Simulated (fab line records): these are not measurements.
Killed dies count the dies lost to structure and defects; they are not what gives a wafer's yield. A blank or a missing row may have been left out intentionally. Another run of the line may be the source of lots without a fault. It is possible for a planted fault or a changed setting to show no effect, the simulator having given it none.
Which tool is to blame? :: flow gf180mcu :: 36 wafers from 12 lots sampled at 4 of the route's 602 steps

## WHAT EACH GAUGE READ, for each wafer
GF_VT_IMPLANT_RS_MEAS_46: measurement is done with a four-point probe.
lot: L936
measured: day 7 15:06
on: filmMetro-01
MVSD_RS (ohm/sq): 457.1 456.2 456.6

lot: L937
measured: day 7 19:05
on: filmMetro-03
MVSD_RS (ohm/sq): 454.8 454.2 456.4

lot: L938
measured: day 8 02:52
on: filmMetro-01
MVSD_RS (ohm/sq): 456.5 456.2 455.8

lot: L940
measured: day 8 15:07
on: filmMetro-03
MVSD_RS (ohm/sq): 456.9 457.1 457.6

lot: L942
measured: day 9 06:40
on: filmMetro-03
MVSD_RS (ohm/sq): 457.6 457.5 457.6

lot: L943
measured: day 9 11:49
on: filmMetro-03
MVSD_RS (ohm/sq): 455.3 457.7 456.3

lot: L946
measured: day 10 09:26
on: filmMetro-03
MVSD_RS (ohm/sq): 456.1 456.4 457.0

lot: L947
measured: day 10 16:26
on: filmMetro-03
MVSD_RS (ohm/sq): 457.0 456.3 455.0

lot: L948
measured: day 10 22:31
on: filmMetro-03
MVSD_RS (ohm/sq): 468.1 467.0 467.0

lot: L949
measured: day 11 04:01
on: filmMetro-04
MVSD_RS (ohm/sq): 468.5 467.9 469.3

lot: L950
measured: day 11 09:03
on: filmMetro-01
MVSD_RS (ohm/sq): 467.8 469.0 468.1

lot: L953
measured: day 12 07:14
on: filmMetro-01
MVSD_RS (ohm/sq): 458.2 459.7 458.4

GF_SAB_OVL_MEAS_10.
lot: L936
measured: day 15 01:17
on: overlay-02
SAB_OVL (nm): 2.4 2.6 1.7

lot: L937
measured: day 15 17:17
on: overlay-01
SAB_OVL (nm): -0.2 -0.9 -1.3

lot: L938
measured: day 15 21:13
on: overlay-01
SAB_OVL (nm): -2.6 -1.4 -1.8

lot: L940
measured: day 16 17:28
on: overlay-02
SAB_OVL (nm): -0.7 -0.2 -1.0

lot: L942
measured: day 17 14:21
on: overlay-01
SAB_OVL (nm): 0.6 -0.4 0.0

lot: L943
measured: day 17 18:47
on: overlay-01
SAB_OVL (nm): 0.3 0.9 0.8

lot: L946
measured: day 18 18:10
on: overlay-01
SAB_OVL (nm): -2.3 -1.7 -2.2

lot: L947
measured: day 19 01:24
on: overlay-02
SAB_OVL (nm): 0.2 1.1 -0.3

lot: L948
measured: day 19 06:53
on: overlay-01
SAB_OVL (nm): 0.4 0.2 2.0

lot: L949
measured: day 19 22:20
on: overlay-01
SAB_OVL (nm): -1.6 -1.0 -1.1

lot: L950
measured: day 20 06:40
on: overlay-01
SAB_OVL (nm): 0.5 -0.8 1.0

lot: L953
measured: day 21 06:48
on: overlay-01
SAB_OVL (nm): 0.2 -1.9 -0.2

## TOOL THAT RAN EACH LOT (tool first, then ch and the chambers of the sampled wafers, then the start)
lot: L936
GF_MVSD_IMPLANT_08: implanter-03 ch 0, day 4 11:40
GF_HV_LDD_STRIP_10: plasmaAsher-01 ch 1, day 10 02:18

lot: L937
GF_MVSD_IMPLANT_08: implanter-02 ch 0, day 4 16:05
GF_HV_LDD_STRIP_10: plasmaAsher-02 ch 1, day 10 06:29

lot: L938
GF_MVSD_IMPLANT_08: implanter-02 ch 0, day 4 22:37
GF_HV_LDD_STRIP_10: plasmaAsher-02 ch 0,1, day 10 15:26

lot: L940
GF_MVSD_IMPLANT_08: implanter-02 ch 0, day 5 09:05
GF_HV_LDD_STRIP_10: plasmaAsher-02 ch 0,1, day 11 03:53

lot: L942
GF_MVSD_IMPLANT_08: implanter-02 ch 0, day 5 22:07
GF_HV_LDD_STRIP_10: plasmaAsher-03 ch 0,1, day 11 22:16

lot: L943
GF_MVSD_IMPLANT_08: implanter-02 ch 0, day 6 01:37
GF_HV_LDD_STRIP_10: plasmaAsher-01 ch 0,1, day 12 03:26

lot: L946
GF_MVSD_IMPLANT_08: implanter-04 ch 0, day 6 19:52
GF_HV_LDD_STRIP_10: plasmaAsher-01 ch 0,1, day 13 02:42

lot: L947
GF_MVSD_IMPLANT_08: implanter-04 ch 0, day 7 03:10
GF_HV_LDD_STRIP_10: plasmaAsher-03 ch 0, day 13 07:11

lot: L948
GF_MVSD_IMPLANT_08: implanter-02 ch 0, day 7 08:02
GF_HV_LDD_STRIP_10: plasmaAsher-01 ch 0,1, day 13 14:50

lot: L949
GF_MVSD_IMPLANT_08: implanter-02 ch 0, day 7 12:31
GF_HV_LDD_STRIP_10: plasmaAsher-01 ch 0,1, day 14 01:32

lot: L950
GF_MVSD_IMPLANT_08: implanter-02 ch 0, day 7 17:24
GF_HV_LDD_STRIP_10: plasmaAsher-03 ch 0,1, day 14 06:35

lot: L953
GF_MVSD_IMPLANT_08: implanter-04 ch 0, day 8 12:26
GF_HV_LDD_STRIP_10: plasmaAsher-02 ch 1, day 15 05:38
- GF_MVSD_IMPLANT_08
- GF_HV_LDD_STRIP_10: strips in O2/N2.

## WHAT THE TOOLS THEMSELVES READ (means of the sampled wafers that have a number; where no wafer has one, the mark that the record gives instead)
GF_MVSD_IMPLANT_08.
lot: L936
tool: implanter-03
doseIonsCm2: 1.6e+13
faradayCurrentUA: 89.8
tiltDeg (degrees): -0.034

lot: L937
tool: implanter-02
doseIonsCm2: 1.6e+13
faradayCurrentUA: 91.6
tiltDeg (degrees): 0.009

lot: L938
tool: implanter-02
doseIonsCm2: 1.6e+13
faradayCurrentUA: 90.2
tiltDeg (degrees): 0.026

lot: L940
tool: implanter-02
doseIonsCm2: 1.6e+13
faradayCurrentUA: 91.0
tiltDeg (degrees): -0.015

lot: L942
tool: implanter-02
doseIonsCm2: 1.6e+13
faradayCurrentUA: 89.6
tiltDeg (degrees): -0.009

lot: L943
tool: implanter-02
doseIonsCm2: 1.6e+13
faradayCurrentUA: 89.8
tiltDeg (degrees): -0.005

lot: L946
tool: implanter-04
doseIonsCm2: 1.6e+13
faradayCurrentUA: 90.0
tiltDeg (degrees): 0.026

lot: L947
tool: implanter-04
doseIonsCm2: 1.6e+13
faradayCurrentUA: 90.8
tiltDeg (degrees): -0.019

lot: L948
tool: implanter-02
doseIonsCm2: 1.5e+13
faradayCurrentUA: 86.8
tiltDeg (degrees): -0.005

lot: L949
tool: implanter-02
doseIonsCm2: 1.5e+13
faradayCurrentUA: 85.8
tiltDeg (degrees): -0.001

lot: L950
tool: implanter-02
doseIonsCm2: 1.5e+13
faradayCurrentUA: 83.5
tiltDeg (degrees): -0.029

lot: L953
tool: implanter-04
doseIonsCm2: 1.6e+13
faradayCurrentUA: 90.2
tiltDeg (degrees): 0.014

GF_HV_LDD_STRIP_10.
lot: L936
tool: plasmaAsher-01
drypumpMotorCurrentA (A): 6.2
heaterPowerW (W): 342
oesProductAu (a.u.): 0.710
platenTempC (C): 250.32
stripTimeToEndpointS (s): 12.61

lot: L937
tool: plasmaAsher-02
drypumpMotorCurrentA (A): 5.8
heaterPowerW (W): 406
oesProductAu (a.u.): 0.722
platenTempC (C): 249.93
stripTimeToEndpointS (s): 12.66

lot: L938
tool: plasmaAsher-02
drypumpMotorCurrentA (A): 5.7
heaterPowerW (W): 400
oesProductAu (a.u.): 0.716
platenTempC (C): 249.96
stripTimeToEndpointS (s): 12.65

lot: L940
tool: plasmaAsher-02
drypumpMotorCurrentA (A): 5.7
heaterPowerW (W): 398
oesProductAu (a.u.): 0.717
platenTempC (C): 250.11
stripTimeToEndpointS (s): 12.67

lot: L942
tool: plasmaAsher-03
drypumpMotorCurrentA (A): 5.5
heaterPowerW (W): 317
oesProductAu (a.u.): 0.716
platenTempC (C): 250.21
stripTimeToEndpointS (s): 12.67

lot: L943
tool: plasmaAsher-01
drypumpMotorCurrentA (A): 6.3
heaterPowerW (W): 335
oesProductAu (a.u.): 0.719
platenTempC (C): 249.83
stripTimeToEndpointS (s): 12.60

lot: L946
tool: plasmaAsher-01
drypumpMotorCurrentA (A): 6.5
heaterPowerW (W): 345
oesProductAu (a.u.): 0.714
platenTempC (C): 249.88
stripTimeToEndpointS (s): 12.58

lot: L947
tool: plasmaAsher-03
drypumpMotorCurrentA (A): 5.5
heaterPowerW (W): 312
oesProductAu (a.u.): 0.723
platenTempC (C): 250.05
stripTimeToEndpointS (s): 12.63

lot: L948
tool: plasmaAsher-01
drypumpMotorCurrentA (A): 6.3
heaterPowerW (W): 340
oesProductAu (a.u.): 0.714
platenTempC (C): 250.18
stripTimeToEndpointS (s): 12.65

lot: L949
tool: plasmaAsher-01
drypumpMotorCurrentA (A): 6.3
heaterPowerW (W): 340
oesProductAu (a.u.): 0.717
platenTempC (C): 249.95
stripTimeToEndpointS (s): 12.59

lot: L950
tool: plasmaAsher-03
drypumpMotorCurrentA (A): 5.5
heaterPowerW (W): 317
oesProductAu (a.u.): 0.716
platenTempC (C): 250.09
stripTimeToEndpointS (s): 12.58

lot: L953
tool: plasmaAsher-02
drypumpMotorCurrentA (A): 5.8
heaterPowerW (W): 412
oesProductAu (a.u.): 0.713
platenTempC (C): 249.95
stripTimeToEndpointS (s): 12.61

## THE ANSWER, worked out from the rows above alone
Rule: usual is defined by the lots themselves. Put in order of their means at a reading, lots are off if they are a third of the lots or fewer, leave a main group of 4 or more, and stand apart from it by a gap of 3 or more times the standard deviation of the main group's means; of several such gaps the widest counts. A main group is skipped when, at the precision printed for the reading in the tables above, its means are all equal. A lot without any number at a reading at which 4 lots or more have one is off too. Any other lot the step has rows for is counted as sound. After the gauges, taken in route order, come the tools' own readings; for these a lot's mean is taken, as printed above. At the first step where some lot is off, the reading lying furthest off is the one used; lots without a number count as furthest.
Off: L948, L949, L950, at GF_VT_IMPLANT_RS_MEAS_46 (MVSD_RS). The main group has a mean of 456.7 ohm/sq with a standard deviation of 0.97.
A tool fits if, at a process step before that reading, it ran every lot that is off, and no sound lot after the first of them. Not tried: the gauges at GF_VT_IMPLANT_RS_MEAS_46; whatever is off there is also off at GF_MVSD_IMPLANT_08, on other tools, and gauge error can't account for it. One fits: implanter-02 at GF_MVSD_IMPLANT_08. Its last sound lot is L943 (day 6 01:37), its first lot that is off L948 (day 7 08:02): a fault that began between those two fits.
The tool's own readings at GF_MVSD_IMPLANT_08 bear it out: on the lots that are off they differ by more than 5 times the standard deviation of the sound lots' means. doseIonsCm2 reads 1.5e+13 there against 1.6e+13 on the sound lots; faradayCurrentUA reads 85.4 there against 90.3 on the sound lots.

## WHAT THE SIMULATOR HAD PUT IN
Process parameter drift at GF_MVSD_IMPLANT_08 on implanter-02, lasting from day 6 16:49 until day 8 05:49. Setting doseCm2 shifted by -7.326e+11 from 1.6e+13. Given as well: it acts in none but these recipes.
Struck lots among those shown: L948, L949, L950. The rule above found the same.
